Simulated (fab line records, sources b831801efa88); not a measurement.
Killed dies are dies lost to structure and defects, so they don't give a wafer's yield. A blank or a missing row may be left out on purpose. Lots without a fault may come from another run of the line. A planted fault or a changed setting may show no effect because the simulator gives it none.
fab line records | flow sfq_line
record lots=6 wafers=18 last_day=83
route steps=325 shown I5@232 C5@240
lots that met no fault: from a run of the same line without faults
start_h: hours from the record's first day to the start of the lot's first wafer shown | wait_h: hours since the lot's step before | " the same as in the row above | L1.1+2: a row that stands for several wafers | - no value, or no start given | * or withheld: withheld | < > ~ a bound
route shown NAME@n: a module of which the file shows steps, and the number in the route of the first | usual: mean/standard deviation of fault-free wafers | same: alike in all rows | chamber/n: place in a boat | sites: the reading at each site | _std_site: their standard deviation | _edge_site: outer sites' mean less inner sites' | radius_mm: how far each site lies from the wafer's centre | mask NAME#n: copy n | behind: the tool/chamber that last shaped the wafer | hold: why the lot was held/for how many hours/how that ended | device: the transistor (n, p or np) that didn't switch | end of line: the same wafers' tests at the end of the route | a step without rows: its recipe alone | killed: dies lost to structure and defects at the first sort, not the wafer's yield | map: a wafer's dies, x killed, . not, _ none there
set.NAME: the setting as run; set.NAME@STEP: as run at that earlier step | model.NAME: the simulator's own value behind a step, which no gauge read
lots at some steps of the route; a table a step, a row a wafer
services: from which hour (start_h, from the record's first day; less than 0 if before it) a tool's chamber was out of use, for how many hours, and why
## steps
# step SFQ_TRILAYER_I5_LITHO_EXPOSE_145
# recipe mask_id=I5 na=0.6 source_shape=conventional sigma_outer=0.65 target_cd_nm=700 dose_mj=21.3
# step SFQ_TRILAYER_I5_LITHO_PEB_147
# recipe peb_temp_c=115 peb_time_s=60 resist=KrF
# step SFQ_TRILAYER_I5_LITHO_DEVELOP_146
# recipe time_s=60 resist=KrF
# step SFQ_I5_OVL_MEAS_936
# usual I5_OVL=1/6.5
# columns lot.wafer tool chamber start_h wait_h I5_OVL[nm]
L120.1 overlay-01 - 1395.10 0.1 3
L120.3 " - " " -4
L120.4 " - " " 0
L126.1 overlay-01 - 1573.92 0.1 17
L126.2 " - " " 11
L126.6 " - " " 7
L130.2 overlay-02 - 1600.49 0.1 -9
L130.3 " - " " -18
L130.5 " - " " -20
L131.1 overlay-02 - 1610.04 0.1 -1
L131.3 " - " " -7
L131.5 " - " " -6
L133.1 overlay-02 - 1620.84 0.1 7
L133.2 " - " " 13
L133.4 " - " " 8
L139.2 overlay-02 - 1646.05 0.1 -3
L139.4 " - " " -2
L139.6 " - " " -5
# step SFQ_TRILAYER_I5_BARC_OPEN_VIA_ETCH_200
# recipe mask_material=PR chemistry=O2 target_depth_nm=125 target=BARC source_w=500 bias_w=80 pressure_mtorr=30 time_s=41.7
# usual chamber_pressure_mTorr=30.00/0.031 drypump_motor_current_A=5.86/0.24 oes_product_au=0.685/0.0043
# columns lot.wafer tool chamber start_h wait_h chamber_pressure_mTorr drypump_motor_current_A oes_product_au rf_hours_counter_h
L120.1 rie_diel-03 1 1395.13 0.0 29.99 5.58 0.681 6
L120.3 " 0 " " 30.04 5.94 0.684 11
L120.4 " 3 " " 29.98 6.09 0.683 12
L126.1 rie_diel-01 0 1573.96 0.0 30.03 6.00 0.695 24
L126.2 " 2 " " 30.05 5.55 0.688 20
L126.6 " 0 " " 30.00 6.00 0.680 -
L130.2 rie_diel-01 2 1600.52 0.0 30.02 5.49 0.680 20
L130.3 " 1 " " 29.98 5.57 0.684 22
L130.5 " 0 " " 29.99 6.01 0.684 -
L131.1 rie_diel-04 2 1610.08 0.0 30.00 5.97 0.691 3
L131.3 " 0 " " 30.09 5.48 0.686 13
L131.5 " 3 " " 29.97 5.93 0.682 -
L133.1 rie_diel-04 2 1620.88 0.0 29.98 5.96 0.684 3
L133.2 " 3 " " 30.00 5.92 0.681 5
L133.4 " 1 " " 29.96 6.11 0.686 14
L139.2 rie_diel-04 3 1646.08 0.0 29.97 5.93 0.681 5
L139.4 " 2 " " 30.00 5.97 0.685 4
L139.6 " 2 " " 30.03 5.94 0.686 -
# step SFQ_TRILAYER_I5_ETCH_VIA_ETCH_147
# recipe stop_on=Nb mask_material=PR chemistry=CHF3 target_depth_nm=360 source_w=500 bias_w=80 pressure_mtorr=30 time_s=withheld
# usual chamber_pressure_mTorr=29.997/0.026 drypump_motor_current_A=5.87/0.24 oes_product_au=0.989/0.0051
# columns lot.wafer tool chamber start_h wait_h chamber_pressure_mTorr drypump_motor_current_A oes_product_au
L120.1 rie_diel-03 1 1395.17 0.0 30.019 5.55 0.995
L120.3 " 0 " " 30.003 5.97 1.000
L120.4 " 3 " " 29.987 6.08 0.989
L126.1 rie_diel-01 0 1574.00 0.0 29.951 5.99 0.985
L126.2 " 2 " " 29.993 5.58 1.000
L126.6 " 0 " " 29.975 6.01 0.990
L130.2 rie_diel-01 2 1600.56 0.0 30.076 5.57 0.982
L130.3 " 1 " " 29.986 5.60 0.993
L130.5 " 0 " " 30.000 6.03 0.987
L131.1 rie_diel-04 2 1610.12 0.0 30.017 5.96 0.983
L131.3 " 0 " " 30.009 5.46 0.991
L131.5 " 3 " " 29.984 5.93 0.997
L133.1 rie_diel-04 2 1620.92 0.0 29.993 5.95 0.986
L133.2 " 3 " " 30.030 5.94 0.987
L133.4 " 1 " " 30.018 6.10 0.984
L139.2 rie_diel-04 3 1646.12 0.0 30.008 5.94 0.975
L139.4 " 2 " " 29.984 5.97 0.984
L139.6 " 2 " " 30.003 5.97 0.988
# step SFQ_TRILAYER_I5_STRIP_STRIP_148
# recipe gas=O2 power_w=200 platen_temp_c=40 overash_fraction=0.65 chemistry=O2 pressure_mtorr=50
# usual chamber_pressure_mTorr=50.00/0.05 drypump_motor_current_A=5.3/0.35 oes_product_au=1.005/0.0096
# columns lot.wafer tool chamber start_h wait_h chamber_pressure_mTorr drypump_motor_current_A oes_product_au rf_hours_counter_h
L120.1 rie_metal-01 1 1395.32 - 49.99 5.6 1.011 78
L120.3 " 1 " " 49.93 5.6 1.007 -
L120.4 " 0 " " 50.02 5.2 1.005 -
L126.1 rie_metal-03 1 1574.15 - 50.00 5.7 1.010 75
L126.2 " 0 " " 49.93 4.8 1.001 44
L126.6 " 0 " " 50.05 4.8 1.007 -
L130.2 rie_metal-01 1 1600.71 - 50.00 5.6 1.006 105
L130.3 " 1 " " 49.92 5.6 1.014 -
L130.5 " 1 " " 49.99 5.6 1.012 -
L131.1 rie_metal-02 1 1610.27 - 49.99 5.3 0.993 5
L131.3 " 1 " " 49.97 5.3 0.994 -
L131.5 " 1 " " 50.09 5.2 0.997 -
L133.1 rie_metal-01 0 1621.07 - 50.00 5.2 0.998 127
L133.2 " 1 " " 50.02 5.6 1.013 107
L133.4 " 1 " " 49.94 5.6 1.002 -
L139.2 rie_metal-03 0 1646.27 - 50.03 4.8 1.003 52
L139.4 " 0 " " 49.92 4.8 0.996 -
L139.6 " 1 " " 49.98 5.8 1.009 -
# step SFQ_TRILAYER_I5_STRIP_SOLV_CLEAN_149
# recipe chemistry=NMP temp_c=70 time_s=600
# step SFQ_TRILAYER_C5_LITHO_COAT_156
# recipe resist=BARC spin_rpm=3000 resist_thk_nm=62
# step SFQ_TRILAYER_C5_LITHO_COAT_151
# recipe resist=KrF spin_rpm=3000 resist_thk_nm=656.7
# step SFQ_TRILAYER_C5_LITHO_SOFTBAKE_155
# recipe temp_c=withheld time_s=withheld resist=KrF
# step SFQ_TRILAYER_C5_LITHO_EXPOSE_152
# recipe mask_id=C5 na=0.6 source_shape=conventional sigma_outer=0.65 target_cd_nm=500 dose_mj=21.3
# step SFQ_TRILAYER_C5_LITHO_PEB_154
# recipe peb_temp_c=115 peb_time_s=60 resist=KrF
# usual heater_power_total_W=79.15/0.067 plate_temp_C=114.96/0.12
# columns lot.wafer tool chamber start_h wait_h heater_power_total_W plate_temp_C
L120.1 litho_track-01 0 1507.37 1.0 79.19 114.93
L120.3 " 0 " " 79.16 115.22
L120.4 " 0 " " 79.17 115.02
L126.1 litho_track-02 0 1576.89 1.0 79.06 115.03
L126.2 " 0 " " 79.14 115.02
L126.6 " 0 " " 79.24 114.94
L130.2 litho_track-01 0 1698.25 0.8 78.17 113.73
L130.3 " 0 " " 78.06 113.70
L130.5 " 0 " " 78.14 113.81
L131.1 litho_track-02 0 1701.83 1.0 79.06 114.98
L131.3 " 0 " " 79.10 114.88
L131.5 " 0 " " 79.21 114.90
L133.1 litho_track-01 0 1705.43 1.0 78.09 113.89
L133.2 " 0 " " 78.09 113.95
L133.4 " 0 " " 78.16 113.73
L139.2 litho_track-04 0 1724.42 0.8 79.20 115.12
L139.4 " 0 " " 79.20 114.87
L139.6 " 0 " " 79.25 115.00
# step SFQ_TRILAYER_C5_LITHO_DEVELOP_153
# recipe time_s=60 resist=KrF
# step SFQ_C5_OVL_MEAS_937
# usual C5_OVL=2/5.4
# columns lot.wafer tool chamber start_h wait_h C5_OVL[nm]
L120.1 overlay-02 - 1507.67 0.1 1
L120.3 " - " " 4
L120.4 " - " " 10
L126.1 overlay-01 - 1577.19 0.1 7
L126.2 " - " " 14
L126.6 " - " " 12
L130.2 overlay-01 - 1698.54 0.1 5
L130.3 " - " " 7
L130.5 " - " " 4
L131.1 overlay-02 - 1702.13 0.1 -5
L131.3 " - " " -4
L131.5 " - " " -8
L133.1 overlay-01 - 1705.73 0.1 3
L133.2 " - " " 12
L133.4 " - " " 5
L139.2 overlay-01 - 1724.70 0.1 2
L139.4 " - " " -1
L139.6 " - " " 1
# step SFQ_TRILAYER_C5_BARC_OPEN_VIA_ETCH_210
# recipe mask_material=PR chemistry=O2 target_depth_nm=125 target=BARC source_w=500 bias_w=80 pressure_mtorr=30 time_s=41.7
# usual chamber_pressure_mTorr=29.996/0.024 drypump_motor_current_A=5.9/0.32 oes_product_au=0.685/0.0047
# columns lot.wafer tool chamber start_h wait_h chamber_pressure_mTorr drypump_motor_current_A oes_product_au rf_hours_counter_h model.C5.cd_nm
L120.1 rie_diel-03 0 1507.71 0.0 30.032 6.0 0.685 13 500.3
L120.3 " 3 " " 29.974 6.1 0.682 14 499.9
L120.4 " 1 " " 29.950 5.6 0.666 7 500.9
L126.1 rie_diel-04 2 1577.22 0.0 30.009 6.0 0.691 3 500.2
L126.2 " 0 " " 29.987 5.5 0.682 13 499.2
L126.6 " 3 " " 30.004 5.9 0.694 - 501.2
L130.2 rie_diel-02 2 1698.57 0.0 29.946 5.3 0.682 13 479.5
L130.3 " 1 " " 29.938 6.0 0.690 3 480.6
L130.5 " 2 " " 29.976 5.3 0.675 - 480.2
L131.1 rie_diel-03 1 1702.17 0.0 29.970 5.6 0.684 10 498.6
L131.3 " 2 " " 29.958 6.2 0.688 2 498.7
L131.5 " 3 " " 29.992 6.1 0.685 - 499.3
L133.1 rie_diel-02 1 1705.77 0.0 29.999 6.0 0.690 3 478.5
L133.2 " 0 " " 30.001 5.5 0.684 2 477.3
L133.4 " 1 " " 30.030 6.0 0.694 - 476.9
L139.2 rie_diel-04 3 1724.73 0.0 30.019 5.9 0.687 7 500.2
L139.4 " 0 " " 29.993 5.5 0.688 15 501.4
L139.6 " 2 " " 29.969 5.9 0.684 - 501.3
# step SFQ_TRILAYER_C5_ETCH_VIA_ETCH_154
# recipe target=SiO2 mask_material=PR chemistry=CHF3 target_depth_nm=84 source_w=500 bias_w=80 pressure_mtorr=30 time_s=withheld stop_on=Nb
# usual chamber_pressure_mTorr=30.000/0.027 drypump_motor_current_A=5.9/0.32 oes_product_au=0.893/0.008
# columns lot.wafer tool chamber start_h wait_h chamber_pressure_mTorr drypump_motor_current_A oes_product_au model.C5.cd_nm
L120.1 rie_diel-03 0 1507.75 0.0 30.009 5.9 0.877 499.5
L120.3 " 3 " " 30.006 6.1 0.890 499.2
L120.4 " 1 " " 29.935 5.6 0.890 500.1
L126.1 rie_diel-04 2 1577.26 0.0 30.004 6.0 0.879 500.2
L126.2 " 0 " " 29.971 5.5 0.896 499.4
L126.6 " 3 " " 29.987 5.9 0.891 501.6
L130.2 rie_diel-02 2 1698.61 0.0 29.990 5.3 0.891 479.5
L130.3 " 1 " " 30.032 6.0 0.891 480.4
L130.5 " 2 " " 30.010 5.3 0.904 480
L131.1 rie_diel-03 1 1702.21 0.0 29.988 5.6 0.887 498.5
L131.3 " 2 " " 29.987 6.2 0.889 498.9
L131.5 " 3 " " 29.976 6.1 0.901 499.5
L133.1 rie_diel-02 1 1705.81 0.0 29.996 6.0 0.875 478.3
L133.2 " 0 " " 30.019 5.6 0.889 477.2
L133.4 " 1 " " 30.008 6.0 0.896 476.5
L139.2 rie_diel-04 3 1724.77 0.0 30.021 5.9 0.879 500.2
L139.4 " 0 " " 29.985 5.5 0.887 501.2
L139.6 " 2 " " 29.963 5.9 0.897 501.2
# step SFQ_TRILAYER_C5_STRIP_STRIP_155
# recipe gas=O2 power_w=200 platen_temp_c=40 overash_fraction=0.65 chemistry=O2 pressure_mtorr=50
# usual chamber_pressure_mTorr=49.99/0.044 drypump_motor_current_A=5.3/0.35 oes_product_au=1.006/0.0072
# columns lot.wafer tool chamber start_h wait_h chamber_pressure_mTorr drypump_motor_current_A oes_product_au rf_hours_counter_h
L120.1 rie_metal-01 1 1507.79 - 49.93 5.6 1.014 94
L120.3 " 0 " " 49.97 5.2 0.996 -
L120.4 " 1 " " 49.92 5.6 1.017 -
L126.1 rie_metal-03 1 1577.31 - 49.95 5.8 1.009 76
L126.2 " 0 " " 50.09 4.8 1.005 44
L126.6 " 1 " " 50.05 5.7 1.022 -
L130.2 rie_metal-04 0 1698.65 - 49.97 5.0 1.011 22
L130.3 " 1 " " 50.01 5.5 1.007 -
L130.5 " 1 " " 49.92 5.4 1.005 -
L131.1 rie_metal-04 1 1702.25 - 49.96 5.5 0.997 44
L131.3 " 0 " " 49.98 5.0 0.991 -
L131.5 " 1 " " 49.98 5.4 0.994 -
L133.1 rie_metal-03 1 1705.85 - 49.98 5.7 1.007 95
L133.2 " 0 " " 49.98 4.8 0.992 62
L133.4 " 1 " " 50.00 5.7 1.009 -
L139.2 rie_metal-04 1 1724.82 - 50.01 5.4 1.017 46
L139.4 " 0 " " 49.94 5.1 0.998 -
L139.6 " 1 " " 50.01 5.4 1.002 -
## services
# columns tool chamber start_h hours kind
rie_diel-03 3 1379.90 5.3 repair
rie_metal-01 - 1385.74 0.7 repair
rie_diel-04 - 1387.97 1.5 repair
rie_diel-04 - 1397.97 2.8 pm
rie_diel-04 0 1449.67 3.3 repair
rie_metal-01 - 1451.33 2.8 pm
rie_metal-03 1 1452.89 24.2 repair
rie_diel-02 - 1459.70 2.8 pm
rie_diel-01 2 1475.02 6.7 repair
rie_diel-03 1 1484.78 2.3 repair
rie_diel-02 3 1495.31 6.0 repair
rie_diel-03 - 1496.81 0.4 repair
rie_diel-02 2 1498.62 16.3 repair
rie_diel-01 0 1511.55 5.5 repair
rie_diel-04 1 1513.49 5.4 repair
rie_diel-03 0 1522.79 3.0 repair
rie_diel-01 3 1528.49 2.6 repair
rie_diel-01 3 1551.87 79.5 repair
rie_diel-04 1 1573.06 7.8 repair
rie_diel-04 0 1584.96 9.7 repair
rie_diel-04 0 1599.95 10.1 repair
rie_diel-03 - 1616.74 0.8 repair
rie_diel-03 3 1620.23 11.1 repair
rie_diel-04 - 1682.50 4.8 repair
## key
first_sign step=SFQ_TRILAYER_C5_LITHO_PEB_154 reading=heater_power_total_W direction=down sigmas=15 usual=79.15 struck=78.12
effect step=SFQ_TRILAYER_C5_LITHO_PEB_154 reading=plate_temp_C direction=down sigmas=9.4 usual=* struck=*
model_effect step=SFQ_TRILAYER_C5_BARC_OPEN_VIA_ETCH_210 value=C5.cd_nm without=500.1 struck=478.9
model_effect step=SFQ_TRILAYER_C5_ETCH_VIA_ETCH_154 value=C5.cd_nm without=499.9 struck=478.7
met_at SFQ_TRILAYER_C5_LITHO_PEB_154
struck_wafers L130.2,L130.3,L130.5,L133.1,L133.2,L133.4
onset_between 1507.37 1698.25
fault kind=process_parameter_drift tool=litho_track-01 chamber=- onset_h=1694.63 steps=SFQ_TRILAYER_C5_LITHO_PEB_154 channel=peb_temp_c offset=* shape=step end_h=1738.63 acts_in=* stated=*
